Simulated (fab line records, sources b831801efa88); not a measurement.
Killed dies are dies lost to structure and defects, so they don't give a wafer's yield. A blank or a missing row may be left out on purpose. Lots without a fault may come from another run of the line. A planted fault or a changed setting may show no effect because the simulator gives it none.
A struck lot beside a sound one | flow sky130 | 18 steps out of a route of 708
Sound: wafers L727.1, L727.3, L727.5. Struck: wafers L736.2, L736.4. (L736.1 of the same lot was not struck and is left out.) The cause comes at the end.
At each step with rows: each side's tool, then ch and its chambers, then its first start. Under that, the readings that differ: sound wafers | struck wafers | difference of the means | sigmas: that difference in standard deviations of wafers without a fault.
alike: readings whose means differ by less than 2 such deviations, and words and numbers that are the same on both sides. not compared: withheld readings, readings that some wafer has no value for, bounds like >300 that may hide the same value, and numbers for which the record gives no deviation and whose values overlap.
The two part at a step that has a row with sigmas, a row that says differs or no value, or rows on one side only. Numbers that don't overlap but have no deviation are shown without sigmas and don't part them. A reading that every wafer of one side lacks parts them only if that side has two wafers or more.

first, 3 steps without rows for these wafers: SKY_VIA1_EXPOSE_09 (exposes mask VIM, target cd 150 nm); SKY_VIA1_PEB_10; SKY_VIA1_DEVELOP_11 (develop time 60 s).
SKY_VIA1_CD_MEAS_12: target cd 150 nm.
  sound on cd_sem-02, day 36 05:08; struck on cd_sem-02, day 38 18:31
  alike: cd_nm
SKY_VIA1_OVL_MEAS_13:
  sound on overlay-02, day 36 05:15; struck on overlay-01, day 38 18:38
  alike: VIA1_OVL
SKY_VIA1_ETCH_14: etches BARC in N2/H2, stops on SiO2, time 45.9 s, target depth 60 nm.
  sound on rie_diel-01 ch 0,2,3, day 36 05:17; struck on rie_diel-01 ch 2,3, day 38 18:41
  alike: drypump_motor_current_A, h2_flow_sccm, oes_product_au, throttle_valve_pct
  not compared: rf_hours_counter_h
SKY_VIA1_ETCH_15: etches SiO2 in C4F8/O2/Ar, stops on TiN, target depth 351 nm, time 54 s.
  sound on rie_diel-01 ch 0,2,3, day 36 05:20; struck on rie_diel-01 ch 2,3, day 38 18:43
  alike: oes_product_au
  not compared: rf_hours_counter_h
SKY_VIA1_STRIP_16: strips in O2/N2.
  sound on plasma_asher-04 ch 0,1, day 36 05:23; struck on plasma_asher-02 ch 1, day 38 18:46
  alike: drypump_motor_current_A, oes_product_au, strip_time_to_endpoint_s
  not compared: rf_hours_counter_h
then, 3 steps without rows for these wafers: SKY_VIA1_STRIP_17 (strips in post etch residue remover, time 1200 s); SKY_VIA1_CLEAN_18 (cleans in IPA, time 180 s); SKY_VIA1_CLEAN_19 (cleans in O3/DIW).
SKY_VIA1_SPUTTER_20: material TiN, target thk 20 nm, time 80 s.
  sound on pvd_sputter-03, day 36 05:58; struck on pvd_sputter-01, day 38 19:22
  alike: throttle_valve_pct
SKY_VIA1_CVD_21: deposits W, target thk 270 nm, time 80.902 s.
  sound on cvd_w-02 ch 0,1, day 36 06:02; struck on cvd_w-02 ch 0, day 38 19:26
  reading                            | sound             | struck      | difference | sigmas
  model.W_of_VIA1_CVD_21.thk_nm (nm) | 265.7 264.2 266.5 | 413.5 412.9 | +147.7     |
  alike: heater_power_w
SKY_VIA1_RS_MEAS_22: measures by four-point-probe.
  sound on film_metro-01, day 36 06:07; struck on film_metro-03, day 38 19:32
  reading            | sound             | struck      | difference | sigmas
  VIA1_W_RS (ohm/sq) | 0.434 0.436 0.433 | 0.277 0.277 | -0.157     | -24
SKY_VIA1_THK_MEAS_23: measures by xrf.
  sound on film_metro-01, day 36 06:14; struck on film_metro-03, day 38 19:39
  reading         | sound       | struck  | difference | sigmas
  VIA1_W_THK (nm) | 261 259 262 | 396 395 | +135       | +29
SKY_VIA1_CMP_24: polishes, stops on SiO2, t overpolish 15 s, target thk 0 nm.
  sound on cmp-02 ch 0,2,3, day 36 06:24; struck on cmp-01 ch 0,1, day 38 19:43
  reading                | sound    | struck  | difference | sigmas
  time_to_endpoint_s (s) | 64 62 65 | 103 104 | +40        | +12
  alike: motor_current_A
SKY_METAL2_SPUTTER_00: material Ti, target thk 15 nm, time 10 s.
  sound on pvd_sputter-02, day 36 06:36; struck on pvd_sputter-01, day 38 20:01
  alike: throttle_valve_pct
then, 1 step without rows for these wafers: SKY_PAD_OPEN_PROBE_99.

WHERE THEY PART
First at SKY_VIA1_RS_MEAS_22; last, within this record, at SKY_VIA1_CMP_24. Later steps at which nothing parts them and some readings are alike: SKY_METAL2_SPUTTER_00.

WHY: what the simulator had put in
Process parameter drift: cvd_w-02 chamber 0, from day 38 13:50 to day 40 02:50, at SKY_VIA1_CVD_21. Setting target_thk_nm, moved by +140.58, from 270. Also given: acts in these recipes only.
